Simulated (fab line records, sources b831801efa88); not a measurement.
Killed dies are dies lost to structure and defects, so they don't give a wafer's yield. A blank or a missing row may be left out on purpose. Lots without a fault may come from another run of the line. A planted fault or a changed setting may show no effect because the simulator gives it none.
Tool commonality check | flow gf180mcu | 12 lots, 36 wafers sampled

WHY IT WAS OPENED
At GF_NWELL_TW_MEAS_11 the reading NWELL_TW is flagged on 2 of 12 lots. Wafers without a fault read 1565, standard deviation 13.
Rule: a lot is flagged when every wafer of it that has a number lies more than 4 standard deviations from that mean, or none has a number. The other lots count as sound.

lot  | measured    | on            | NWELL_TW, wafer by wafer | flag
L175 | day 3 10:09 | film_metro-01 | 1581 1577 1581           |
L177 | day 3 23:38 | film_metro-02 | 1562 1559 1563           |
L179 | day 4 08:17 | film_metro-04 | 1566 1561 1563           |
L184 | day 5 09:14 | film_metro-04 | 1400 1397 1394           | FLAGGED
L185 | day 5 14:30 | film_metro-04 | 1539 1542 1546           |
L187 | day 6 01:39 | film_metro-02 | 1398 1405 1403           | FLAGGED
L188 | day 6 05:23 | film_metro-01 | 1592 1588 1587           |
L189 | day 6 11:39 | film_metro-04 | 1552 1562 1561           |
L191 | day 6 23:48 | film_metro-04 | 1573 1584 1579           |
L196 | day 8 04:54 | film_metro-02 | 1568 1571 1570           |
L197 | day 8 11:22 | film_metro-04 | 1548 1551 1553           |
L198 | day 8 13:59 | film_metro-02 | 1561 1561 1568           |
The numbers of the flagged lots are 1400 on average: -166 against the usual, or -13 standard deviations.

WHICH TOOL RAN EACH LOT
The record holds 2 process steps before the reading, out of a route of 602 steps. In each cell: the tool, then ch and the chambers that the sampled wafers went through, then the start.
lot  | flag    | GF_NWELL_IMPLANT_08            | GF_NWELL_STRIP_10
L175 |         | implanter-01 ch 0, day 3 09:45 | plasma_asher-03 ch 0,1, day 3 10:03
L177 |         | implanter-02 ch 0, day 3 23:14 | plasma_asher-03 ch 0, day 3 23:32
L179 |         | implanter-01 ch 0, day 4 07:53 | plasma_asher-03 ch 0,1, day 4 08:11
L184 | FLAGGED | implanter-02 ch 0, day 5 08:50 | plasma_asher-03 ch 0,1, day 5 09:08
L185 |         | implanter-01 ch 0, day 5 14:07 | plasma_asher-03 ch 0,1, day 5 14:23
L187 | FLAGGED | implanter-02 ch 0, day 6 01:15 | plasma_asher-01 ch 0,1, day 6 01:33
L188 |         | implanter-01 ch 0, day 6 04:59 | plasma_asher-01 ch 0,1, day 6 05:17
L189 |         | implanter-01 ch 0, day 6 11:16 | plasma_asher-04 ch 0,1, day 6 11:32
L191 |         | implanter-01 ch 0, day 6 23:24 | plasma_asher-01 ch 0,1, day 6 23:42
L196 |         | implanter-01 ch 0, day 8 04:31 | plasma_asher-01 ch 1, day 8 04:47
L197 |         | implanter-02 ch 0, day 8 11:00 | plasma_asher-01 ch 0,1, day 8 11:17
L198 |         | implanter-02 ch 0, day 8 13:35 | plasma_asher-04 ch 0,1, day 8 13:53
What these steps do:
- GF_NWELL_IMPLANT_08
- GF_NWELL_STRIP_10: strips in O2/N2.
- GF_NWELL_TW_MEAS_11

FLAGGED OVER TOTAL, TOOL BY TOOL (the gauges that took the reading come last)
step                | tool            | lots run | flagged | share of the flagged lots | sound lots run after its first flagged lot
GF_NWELL_IMPLANT_08 | implanter-01    | 7        | 0       | none                      | -
GF_NWELL_IMPLANT_08 | implanter-02    | 5        | 2       | all                       | 2 (L197,L198)
GF_NWELL_STRIP_10   | plasma_asher-01 | 5        | 1       | some                      | 4 (L188,L191,L196,L197)
GF_NWELL_STRIP_10   | plasma_asher-03 | 5        | 1       | some                      | 1 (L185)
GF_NWELL_STRIP_10   | plasma_asher-04 | 2        | 0       | none                      | -
GF_NWELL_TW_MEAS_11 | film_metro-01   | 2        | 0       | none                      | -
GF_NWELL_TW_MEAS_11 | film_metro-02   | 4        | 1       | some                      | 2 (L196,L198)
GF_NWELL_TW_MEAS_11 | film_metro-04   | 6        | 1       | some                      | 4 (L185,L189,L191,L197)

WHAT THE TABLE ALLOWS
1 row of the table ran every flagged lot: implanter-02 at GF_NWELL_IMPLANT_08.
- implanter-02 at GF_NWELL_IMPLANT_08: 2 of its 5 lots flagged. Sound lots ran on it after the first flagged one (L197, L198), which a lasting fault on the whole tool wouldn't allow. Its own readings lie more than 4 standard deviations out on every wafer of the flagged lots: dose_ions_cm2, faraday_current_uA.
No row of the table ran every flagged lot and no sound lot after the first.

WHAT THE SIMULATOR HAD PUT IN
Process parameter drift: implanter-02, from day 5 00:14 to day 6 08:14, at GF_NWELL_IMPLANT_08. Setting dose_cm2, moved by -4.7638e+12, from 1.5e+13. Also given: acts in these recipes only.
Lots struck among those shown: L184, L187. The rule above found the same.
